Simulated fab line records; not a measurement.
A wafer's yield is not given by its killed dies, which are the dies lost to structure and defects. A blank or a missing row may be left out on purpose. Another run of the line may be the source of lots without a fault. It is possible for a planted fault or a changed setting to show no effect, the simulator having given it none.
fab line records	flow sky130
record lots=11	wafers=33	last_day=50
route steps=708 shown POLY_GATE@204 METAL2@483 PAD_OPEN@708
lots that met no fault: taken from a fault-free run of the same line
start_h: start of the lot's first displayed wafer, in hours after the record's first day	wait_h: how many hours have passed since the lot's step before this one	" identical to the entry in the row above	L1.1+2: a row that stands for several wafers	- value missing, or start not given	* or withheld: withheld	< > ~ a bound
route shown NAME@n: names a module that has steps shown in the file, with the first one's number in the route	usual: mean and standard deviation over wafers with no fault	same: alike in all rows	chamber/n: place in a boat	sites: the reading at each site	_std_site: how widely they spread, as a standard deviation	_edge_site: the outer-site mean with the inner-site mean subtracted	radius_mm: for every site, how far away it sits from the centre of the wafer	mask NAME#n: copy n	behind: the tool/chamber that last shaped the wafer	hold: what put the lot on hold/how long, in hours/how the hold closed	device: transistor that didn't switch, given as n, p or np	end of line: tests run on the same wafers once the route is complete	a step given without rows: its recipe and nothing more	killed: at the first sort, the dies lost to defects and structure; wafer yield is something else	map: a wafer's dies, marking killed ones x, the rest . and places with no die _
set.NAME: setting as actually run; set.NAME@STEP: the setting as run at that earlier step	model.NAME: the simulator's own value behind a step, which no gauge read
the route's steps for a sample of lots (tables are steps, rows are wafers)
services: when a tool's chamber went out of use (start_h, in hours from the record's first day, below 0 if earlier), for how many hours, and the reason
## steps
# step SKY_POLY_GATE_CVD_00
# recipe material=poly-Si	target_thk_nm=180	temp_c=620	time_s=720	pressure_mtorr=200
# usual spike_tc_centre_C=621.8/1.2
lot.wafer	tool	chamber	start_h	wait_h	spike_tc_centre_C
L337.2	lpcvd-01	0	315.41	0.0	621.4
L337.3	"	0	"	"	624.3
L337.4	"	0	"	"	622.1
L338.2	lpcvd-01	0	319.68	0.0	623.3
L338.3	"	0	"	"	621.5
L338.4	"	0	"	"	622.8
L340.1	lpcvd-01	1	348.37	0.0	620.9
L340.4	"	1	"	"	620.3
L340.6	"	1	"	"	620.1
L342.1	lpcvd-01	1	360.99	0.0	619.8
L342.2	"	1	"	"	623.3
L342.6	"	1	"	"	620.4
L343.3	lpcvd-01	0	360.99	0.0	622.0
L343.5	"	0	"	"	622.4
L343.6	"	0	"	"	623.9
L344.2	lpcvd-01	1	390.47	0.0	619.9
L344.5	"	1	"	"	620.7
L344.6	"	1	"	"	621.7
L349.1	lpcvd-01	0	428.80	0.0	622.3
L349.3	"	0	"	"	621.2
L349.6	"	0	"	"	622.0
L351.1	lpcvd-01	0	435.85	0.0	622.2
L351.3	"	0	"	"	621.4
L351.6	"	0	"	"	620.9
L350.2	lpcvd-01	0	437.05	0.8	620.9
L350.4	"	0	"	"	624.0
L350.6	"	0	"	"	623.9
L359.2	lpcvd-01	0	502.77	0.0	624.7
L359.3	"	0	"	"	622.8
L359.5	"	0	"	"	622.7
L360.1	lpcvd-01	1	507.32	0.0	621.5
L360.5	"	1	"	"	620.7
L360.6	"	1	"	"	620.6
# step SKY_POLY_GATE_THK_MEAS_01
# recipe reads=poly-Si_of_POLY_GATE_CVD_00
# usual POLY_GATE_CVD_00_THK=180.3/1.3
lot.wafer	tool	chamber	start_h	wait_h	hold	POLY_GATE_CVD_00_THK[nm]
L337.2	film_metro-03	-	316.62	0.0	-	179.4
L337.3	"	-	"	"	-	180.2
L337.4	"	-	"	"	-	181.2
L338.2	film_metro-03	-	320.89	0.0	-	180.9
L338.3	"	-	"	"	-	180.3
L338.4	"	-	"	"	-	181.6
L340.1	film_metro-02	-	349.57	0.0	-	181.2
L340.4	"	-	"	"	-	181.4
L340.6	"	-	"	"	-	183.1
L342.1	film_metro-03	-	362.79	0.0	-	178.8
L342.2	"	-	"	"	-	179.7
L342.6	"	-	"	"	-	177.6
L343.3	film_metro-04	-	362.81	0.0	-	179.8
L343.5	"	-	"	"	-	179.6
L343.6	"	-	"	"	-	178.5
L344.2	film_metro-02	-	391.68	0.0	-	181.0
L344.5	"	-	"	"	-	180.8
L344.6	"	-	"	"	-	179.9
L349.1	film_metro-03	-	430.00	0.0	await_dispo/0.2h/release	156.1
L349.3	"	-	"	"	await_dispo/0.2h/release	155.5
L349.6	"	-	"	"	await_dispo/0.2h/release	154.0
L349.1	film_metro-03	-	430.22	0.2	-	156.1
L349.3	"	-	"	"	-	155.5
L349.6	"	-	"	"	-	154.1
L351.1	film_metro-03	-	437.08	0.0	await_dispo/0.2h/release	154.2
L351.3	"	-	"	"	await_dispo/0.2h/release	155.2
L351.6	"	-	"	"	await_dispo/0.2h/release	154.5
L351.1	film_metro-03	-	437.31	0.2	-	154.2
L351.3	"	-	"	"	-	155.2
L351.6	"	-	"	"	-	154.5
L350.2	film_metro-04	-	438.26	0.0	await_dispo/0.2h/release	154.1
L350.4	"	-	"	"	await_dispo/0.2h/release	154.4
L350.6	"	-	"	"	await_dispo/0.2h/release	156.1
L350.2	film_metro-04	-	438.48	0.2	-	154.0
L350.4	"	-	"	"	-	154.3
L350.6	"	-	"	"	-	156.2
L359.2	film_metro-04	-	503.98	0.0	-	178.8
L359.3	"	-	"	"	-	180.9
L359.5	"	-	"	"	-	180.2
L360.1	film_metro-02	-	508.52	0.0	-	182.3
L360.5	"	-	"	"	-	182.3
L360.6	"	-	"	"	-	182.4
# step SKY_POLY_GATE_ETCH_17
# recipe target_depth_nm=180	stop_on=SiO2	over_etch_frac=0.56667	chemistry=HBr/Cl2	target=poly-Si	icp_w=400	bias_w=100	pressure_mtorr=10	HBr_flow_sccm=150	Cl2_flow_sccm=50	time_s=70.5
# usual HBr_flow_sccm=150.0/0.46	drypump_motor_current_A=5.6/0.58	oes_product_au=0.989/0.0067	throttle_valve_pct=33.684/0.009
# same over_etch_frac=0.56667
lot.wafer	tool	chamber	start_h	wait_h	HBr_flow_sccm	drypump_motor_current_A	oes_product_au	rf_hours_counter_h	throttle_valve_pct
L337.2	rie_si-01	1	373.70	0.0	149.7	6.0	0.990	3	33.693
L337.3	"	3	"	"	150.3	6.0	0.996	3	33.682
L337.4	"	2	"	"	150.4	5.6	0.986	39	33.683
L338.2	rie_si-02	2	376.30	0.0	150.5	5.3	0.993	78	33.676
L338.3	"	1	"	"	150.5	5.0	0.987	83	33.678
L338.4	"	3	"	"	150.6	6.7	1.001	-	33.673
L340.1	rie_si-02	1	407.25	0.0	150.5	4.9	0.996	0	33.686
L340.4	"	0	"	"	150.3	4.7	0.987	-	33.698
L340.6	"	3	"	"	150.2	6.7	1.001	-	33.691
L342.1	rie_si-01	0	419.48	0.0	149.5	5.7	0.979	2	33.676
L342.2	"	3	"	"	150.4	6.0	0.978	3	33.686
L342.6	"	0	"	"	149.6	5.7	0.986	-	33.686
L343.3	rie_si-01	1	422.23	0.0	149.8	6.0	0.986	4	33.666
L343.5	"	0	"	"	149.8	5.7	0.995	-	33.692
L343.6	"	1	"	"	149.1	6.0	0.986	-	33.688
L344.2	rie_si-01	2	455.05	0.0	150.7	5.6	0.996	39	33.692
L344.5	"	2	"	"	150.4	5.6	0.994	-	33.676
L344.6	"	1	"	"	150.3	6.0	0.985	-	33.676
L349.1	rie_si-01	1	494.30	0.0	149.8	6.0	0.901	4	33.666
L349.3	"	2	"	"	150.5	5.6	0.894	39	33.679
L349.6	"	1	"	"	150.4	6.0	0.884	-	33.681
L351.1	rie_si-02	0	501.73	0.0	149.3	4.8	0.888	1	33.663
L351.3	"	1	"	"	150.3	4.9	0.897	1	33.682
L351.6	"	2	"	"	150.3	5.3	0.891	-	33.677
L350.2	rie_si-01	0	502.78	0.0	150.3	5.7	0.892	2	33.679
L350.4	"	3	"	"	149.1	6.0	0.895	4	33.670
L350.6	"	1	"	"	149.9	6.0	0.903	-	33.679
L359.2	rie_si-01	3	567.43	0.0	150.4	6.0	0.989	4	33.675
L359.3	"	0	"	"	150.4	5.7	0.987	3	33.690
L359.5	"	0	"	"	150.0	5.7	0.983	-	33.675
L360.1	rie_si-02	0	571.43	0.0	149.5	4.8	1.000	1	33.679
L360.5	"	1	"	"	150.0	5.0	1.005	-	33.674
L360.6	"	0	"	"	149.8	4.8	0.993	-	33.689
# step SKY_METAL2_SPUTTER_00
# recipe material=Ti	target_thk_nm=15	power_w=3000	time_s=10	chamber_pressure_pa=0.4
# usual throttle_valve_pct=29.9/1.2
lot.wafer	tool	chamber	start_h	wait_h	throttle_valve_pct
L337.2	pvd_sputter-03	-	802.71	0.2	28.9
L337.3	"	-	"	"	28.7
L337.4	"	-	"	"	28.8
L338.2	pvd_sputter-04	-	804.13	0.1	29.5
L338.3	"	-	"	"	32.0
L338.4	"	-	"	"	29.2
L340.1	pvd_sputter-03	-	833.88	0.1	28.5
L340.4	"	-	"	"	30.0
L340.6	"	-	"	"	29.8
L342.1	pvd_sputter-03	-	842.66	0.1	29.1
L342.2	"	-	"	"	29.8
L342.6	"	-	"	"	29.0
L343.3	pvd_sputter-04	-	843.06	0.2	29.5
L343.5	"	-	"	"	32.3
L343.6	"	-	"	"	29.3
L344.2	pvd_sputter-04	-	871.83	0.2	29.4
L344.5	"	-	"	"	32.6
L344.6	"	-	"	"	29.7
L349.1	pvd_sputter-03	-	903.21	0.2	29.6
L349.3	"	-	"	"	28.6
L349.6	"	-	"	"	29.8
L351.1	pvd_sputter-03	-	919.82	0.1	29.4
L351.3	"	-	"	"	29.5
L351.6	"	-	"	"	31.1
L350.2	pvd_sputter-04	-	921.08	0.1	29.3
L350.4	"	-	"	"	29.5
L350.6	"	-	"	"	32.1
L359.2	pvd_sputter-03	-	961.69	0.2	29.6
L359.3	"	-	"	"	28.6
L359.5	"	-	"	"	28.7
L360.1	pvd_sputter-04	-	964.77	0.2	32.4
L360.5	"	-	"	"	29.5
L360.6	"	-	"	"	32.2
# step SKY_METAL2_CD_MEAS_15
# recipe target_cd_nm=140
# usual cd_nm=140.0/1.4
lot.wafer	tool	chamber	start_h	wait_h	cd_nm
L337.2	cd_sem-02	-	829.86	-	140.7
L337.3	"	-	"	"	140.6
L337.4	"	-	"	"	141.5
L338.2	cd_sem-02	-	831.01	-	138.9
L338.3	"	-	"	"	139.7
L338.4	"	-	"	"	138.5
L340.1	cd_sem-01	-	860.09	-	139.1
L340.4	"	-	"	"	139.9
L340.6	"	-	"	"	140.1
L342.1	cd_sem-02	-	869.19	-	140.4
L342.2	"	-	"	"	138.7
L342.6	"	-	"	"	139.4
L343.3	cd_sem-02	-	870.23	-	138.9
L343.5	"	-	"	"	138.8
L343.6	"	-	"	"	138.9
L344.2	cd_sem-02	-	897.66	-	141.0
L344.5	"	-	"	"	139.9
L344.6	"	-	"	"	142.1
L349.1	cd_sem-02	-	928.77	-	140.9
L349.3	"	-	"	"	141.1
L349.6	"	-	"	"	142.9
L351.1	cd_sem-01	-	944.52	-	142.1
L351.3	"	-	"	"	140.8
L351.6	"	-	"	"	142.6
L350.2	cd_sem-01	-	946.06	-	138.9
L350.4	"	-	"	"	138.4
L350.6	"	-	"	"	140.3
L359.2	cd_sem-02	-	985.94	-	142.4
L359.3	"	-	"	"	141.9
L359.5	"	-	"	"	143.8
L360.1	cd_sem-02	-	989.09	-	139.0
L360.5	"	-	"	"	139.8
L360.6	"	-	"	"	137.8
# step SKY_METAL2_METAL_ETCH_19
# recipe target_depth_a=3600	stop_on=SiO2	over_etch_frac=0.3	time_s=78	chemistry=Cl2/BCl3	resist_sidewall_deg=88	pressure_mtorr=10	icp_w=900	bias_w=48.5	Cl2_flow_sccm=60	bcl3_flow_sccm=30
# usual drypump_motor_current_A=5.9/0.52	oes_product_au=0.854/0.0059	throttle_valve_pct=22.264/0.0092
# same over_etch_frac=0.3
lot.wafer	tool	chamber	start_h	wait_h	drypump_motor_current_A	oes_product_au	rf_hours_counter_h	throttle_valve_pct
L337.2	rie_metal-04	0	830.09	0.0	5.7	0.853	6	22.262
L337.3	"	0	"	"	5.7	0.854	-	22.279
L337.4	"	1	"	"	6.4	0.860	-	22.260
L338.2	rie_metal-02	1	831.24	0.0	5.9	0.868	0	22.269
L338.3	"	1	"	"	5.9	0.846	-	22.260
L338.4	"	0	"	"	5.0	0.860	-	22.264
L340.1	rie_metal-02	1	860.34	0.0	5.9	0.856	1	22.268
L340.4	"	1	"	"	5.9	0.850	-	22.276
L340.6	"	0	"	"	5.0	0.851	-	22.282
L342.1	rie_metal-04	1	869.44	0.0	6.4	0.858	17	22.260
L342.2	"	0	"	"	5.8	0.852	8	22.270
L342.6	"	0	"	"	5.8	0.856	-	22.261
L343.3	rie_metal-03	0	870.47	0.1	6.4	0.855	-	22.280
L343.5	"	1	"	"	6.6	0.856	-	22.263
L343.6	"	0	"	"	6.4	0.851	-	22.282
L344.2	rie_metal-04	0	898.01	0.1	5.7	0.856	-	22.266
L344.5	"	0	"	"	5.7	0.850	-	22.256
L344.6	"	0	"	"	5.7	0.854	-	22.258
L349.1	rie_metal-04	0	929.02	0.0	5.7	0.858	12	22.255
L349.3	"	1	"	"	6.4	0.847	-	22.245
L349.6	"	1	"	"	6.4	0.857	-	22.259
L351.1	rie_metal-02	0	944.77	0.0	5.0	0.850	7	22.257
L351.3	"	0	"	"	5.0	0.845	-	22.266
L351.6	"	0	"	"	5.0	0.853	-	22.268
L350.2	rie_metal-04	0	946.29	0.0	5.7	0.851	12	22.264
L350.4	"	0	"	"	5.7	0.862	-	22.270
L350.6	"	0	"	"	5.7	0.859	-	22.265
L359.2	rie_metal-03	1	986.17	0.0	6.6	0.854	14	22.264
L359.3	"	0	"	"	6.3	0.849	-	22.270
L359.5	"	0	"	"	6.4	0.850	-	22.272
L360.1	rie_metal-02	1	989.34	0.0	5.9	0.857	7	22.253
L360.5	"	0	"	"	5.0	0.862	-	22.264
L360.6	"	1	"	"	6.0	0.864	-	22.252
# step SKY_PAD_OPEN_PROBE_99
# usual killed_at_M0_to_M3=44/8.6	killed_at_M4_up=3.4/1.9	killed_at_contacts=23/5.7	killed_at_front_end=15/4.5	killed_at_other=0.4/0.62	killed_dies=86/11	killed_on_rim=17/4.5	killed_open=46/7.6	killed_short=39/6.3
# same gross_dies=492	killed_at_back_side=0
lot.wafer	tool	chamber	start_h	wait_h	killed_at_M0_to_M3	killed_at_M4_up	killed_at_contacts	killed_at_front_end	killed_at_other	killed_dies	killed_on_rim	killed_open	killed_short
L340.1	prober-01	-	1106.43	0.1	36	4	15	30	1	86	13	46	39
L340.4	prober-01	-	1106.58	0.2	38	2	24	10	0	74	12	42	32
L340.6	prober-01	-	1106.68	0.2	52	3	20	22	0	97	24	50	47
L351.1	prober-01	-	1173.31	0.1	53	0	20	14	2	89	15	48	40
L351.3	prober-01	-	1173.41	0.2	34	2	31	20	0	87	25	44	43
L351.6	prober-01	-	1173.56	0.2	34	4	36	19	0	93	21	47	46
# killed by level:class
L340.1 VIA1:geometric_particle:open=10 CONTACT:geometric_particle:open=9 FIELD_ISO:geometric_particle:short=8 FIELD_ISO:geometric_particle:open=6 POLY_GATE:geometric_particle:open=6 METAL1:geometric_particle:short=6 METAL2:geometric_particle:short=5 POLY_GATE:geometric_particle:short=3
L340.4 CONTACT:geometric_particle:open=9 LI_CONTACT:geometric_particle:open=7 VIA1:geometric_particle:open=7 CONTACT:geometric_particle:short=6 METAL1:geometric_particle:short=6 METAL2:geometric_particle:short=5 FIELD_ISO:geometric_particle:open=4 METAL1:geometric_particle:open=4
L340.6 METAL1:geometric_particle:short=13 VIA2:geometric_particle:open=11 FIELD_ISO:geometric_particle:open=7 CONTACT:geometric_particle:open=7 VIA1:geometric_particle:open=6 LI_CONTACT:geometric_particle:open=6 VIA3:geometric_particle:open=6 FIELD_ISO:geometric_particle:short=5
L351.1 VIA1:geometric_particle:open=12 VIA3:geometric_particle:open=8 VIA2:geometric_particle:short=7 VIA2:geometric_particle:open=6 CONTACT:geometric_particle:short=6 CONTACT:geometric_particle:open=6 METAL1:geometric_particle:short=6 VIA1:geometric_particle:short=4
L351.3 CONTACT:geometric_particle:open=13 POLY_GATE:geometric_particle:short=7 VIA1:geometric_particle:open=7 FIELD_ISO:geometric_particle:short=6 LOCAL_INTERCONNECT:geometric_particle:short=6 VIA3:geometric_particle:short=6 LI_CONTACT:geometric_particle:open=5 VIA2:geometric_particle:short=5
L351.6 CONTACT:geometric_particle:open=12 LI_CONTACT:geometric_particle:open=8 VIA1:geometric_particle:open=8 CONTACT:geometric_particle:short=7 LOCAL_INTERCONNECT:geometric_particle:short=6 METAL2:geometric_particle:short=6 FIELD_ISO:geometric_particle:short=5 FIELD_ISO:geometric_particle:open=4
## services
tool	chamber	start_h	hours	kind
lpcvd-01	-	321.08	6.0	pm
pvd_sputter-03	-	425.53	2.0	repair
lpcvd-01	-	438.65	4.3	pm
pvd_sputter-03	-	445.74	1.4	repair
rie_si-01	3	463.21	3.3	repair
pvd_sputter-03	-	463.43	0.7	repair
rie_metal-04	0	468.15	2.9	repair
rie_si-01	-	470.57	14.6	pm
pvd_sputter-03	-	478.00	1.2	repair
rie_metal-04	0	519.50	5.9	repair
lpcvd-01	-	586.33	2.8	pm
rie_si-01	3	614.41	4.5	repair
lpcvd-01	-	623.05	1.6	repair
pvd_sputter-03	-	675.25	0.5	repair
rie_si-01	0	708.10	6.0	repair
rie_si-01	2	714.69	3.2	repair
rie_si-01	-	722.25	0.3	repair
lpcvd-01	-	722.35	2.5	repair
pvd_sputter-03	-	759.41	4.2	repair
pvd_sputter-03	-	779.33	2.3	repair
pvd_sputter-03	-	787.53	5.8	repair
pvd_sputter-03	-	790.61	3.0	repair
rie_si-01	2	850.26	2.6	repair
rie_si-01	0	885.60	27.3	repair
## key
first_sign step=SKY_POLY_GATE_THK_MEAS_01	reading=visit	direction=added
effect step=SKY_POLY_GATE_THK_MEAS_01	reading=POLY_GATE_CVD_00_THK	direction=down	sigmas=20	usual=180.3	struck=154.9
effect step=SKY_POLY_GATE_ETCH_17	reading=oes_product_au	direction=down	sigmas=14	usual=0.989	struck=0.894
met_at SKY_POLY_GATE_CVD_00
struck_lots L349,L350,L351
struck_wafers L349.1,L349.3,L349.6,L350.2,L350.4,L350.6,L351.1,L351.3,L351.6
tester_left_out L349,L350,L351
not_acting_at SKY_METAL2_SPUTTER_00,SKY_METAL2_CD_MEAS_15,SKY_METAL2_METAL_ETCH_19
onset_between 360.99 428.80
fault kind=process_parameter_drift	tool=lpcvd-01	chamber=0	onset_h=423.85	steps=SKY_POLY_GATE_CVD_00	channel=target_thk_nm	offset=-25.493	shape=step	end_h=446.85	stated=180
# tester_left_out: of these lots the tester's yield and bins aren't shown, on N5 and GAA mostly nor the transistor test; their killed dies are dies lost to structure and defects alone, not to doping, threshold or leakage, so they don't give the yield
